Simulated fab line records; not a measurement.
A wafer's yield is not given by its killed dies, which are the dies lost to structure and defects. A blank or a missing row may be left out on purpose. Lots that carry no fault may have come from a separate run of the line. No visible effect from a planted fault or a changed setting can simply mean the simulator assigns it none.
Code-filled problem report in 8D (eight disciplines) form :: flow gf180mcu :: the parts of the form that need people (team, actions taken, sign-off) are left out

## 1. WHAT IS WRONG
On 2 wafers of 1 lot, oesProductAu at GF_M3_METAL_ETCH_16 has a mean of 0.841 a.u.; fault-free wafers read 0.990 a.u., standard deviation 0.0061. That puts it -24 standard deviations away from the usual mean.
The step: etches the open film in Cl2/BCl3, stops on SiO2, target depth 750.8 nm, time 125.1 s.
The first sign was on wafer L368.2 at day 24 14:42, on rieMetal-04. The record holds 39 wafers of 13 lots with a number at this step. Rule for "out" (also "out of limits"): further than 4 standard deviations from the usual mean. All remaining wafers that have a number are taken as sound.

## 2. WHAT IT IS; WHAT IT IS NOT
question: which readings at this step
is: oesProductAu, throttleValvePct
is not: drypumpMotorCurrentA, rfFwdPowerW

question: which lots
is: L368
is not: L359, L360, L361, L362, L363, L364, L374, L377, L378, L379, L380, L382

question: which wafers of those lots
is: L368.2, L368.4
is not: L368.1

question: read on which tools
is: rieMetal-04
is not: rieMetal-01, rieMetal-02

question: when
is: from day 24 14:42
is not: up to then (19 sound wafers); but 18 sound wafers of L374, L377, L378, L379, L380, L382 came after

## 3. SUSPECTS, AND WHAT RULES EACH OUT
Counting: a tool at a process step up to the reading stays a suspect if it ran every lot that is out. Sound lots after the first of them don't rule it out here, since some wafers of a struck lot are sound.
- pvdSputter-02 at GF_M2_SPUTTER_03 (material Ti, target thk 10 nm, time 6.7 s): kept. The lot that is out, L368, ran on it at day 21 15:23; the last sound lot it ran before that was L364, at day 20 11:32.
- pvdSputter-02 at GF_V2_SPUTTER_21 (material Ti, target thk 15 nm, time 80.02 s): kept. The lot that is out, L368, ran on it at day 23 15:40; the last sound lot it ran before that was L364, at day 22 13:08.
- pvdSputter-04 at GF_M3_SPUTTER_02 (material AlCu, target thk 450 nm, time 23.9 s): kept. The lot that is out, L368, ran on it at day 23 16:34; the last sound lot it ran before that was L359, at day 20 06:29.
- rieMetal-04 at GF_M3_METAL_ETCH_16 (etches the open film in Cl2/BCl3, stops on SiO2, target depth 750.8 nm, time 125.1 s): kept. The lot that is out, L368, ran on it at day 24 14:42; the last sound lot it ran before that was L363, at day 23 07:45. Its own oesProductAu, throttleValvePct readings are out on those wafers.
Left after counting: pvdSputter-02 at GF_M2_SPUTTER_03, pvdSputter-02 at GF_V2_SPUTTER_21, pvdSputter-04 at GF_M3_SPUTTER_02, rieMetal-04 at GF_M3_METAL_ETCH_16.

## 4. THE CAUSE (what the simulator had put in)
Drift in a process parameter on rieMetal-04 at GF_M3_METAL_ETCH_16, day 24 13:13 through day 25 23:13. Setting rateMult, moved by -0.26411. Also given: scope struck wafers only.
Counting leaves 4 suspects; this tool is one of them.

## 5. THE EFFECT CHAIN, in route order
One row per reading whose mean, taken over the struck wafers that have a number, lies over 3 standard deviations from the usual. Readings are gone through only where the record gives a usual standard deviation; hours: the median, over the lots, of the time from a lot's start at the first step in this table giving one to that lot's start at this step; sigmas: the change measured in usual standard deviations.
hours: 0
step: GF_M3_METAL_ETCH_16
reading: oesProductAu
usual: 0.990 a.u.
on struck wafers: 0.841
change: -0.149
sigmas: -24

hours: 0
step: GF_M3_METAL_ETCH_16
reading: throttleValvePct
usual: 28.230 %
on struck wafers: 28.391
change: +0.161
sigmas: +17

hours: 0
step: GF_M3_STRIP_17
reading: oesProductAu
usual: 0.537 a.u.
on struck wafers: 0.567
change: +0.030
sigmas: +6.0

hours: 0
step: GF_M3_STRIP_17
reading: stripTimeToEndpointS
usual: 7.38 s
on struck wafers: 8.14
change: +0.76
sigmas: +13
Its process steps:
- GF_M3_METAL_ETCH_16: etches the open film in Cl2/BCl3, stops on SiO2, target depth 750.8 nm, time 125.1 s.
- GF_M3_STRIP_17: strips in O2/N2.

## 6. WHAT WOULD HAVE CAUGHT IT SOONER
In this record the first reading out of limits was taken at day 24 14:42, 1 hour after the fault began at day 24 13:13.
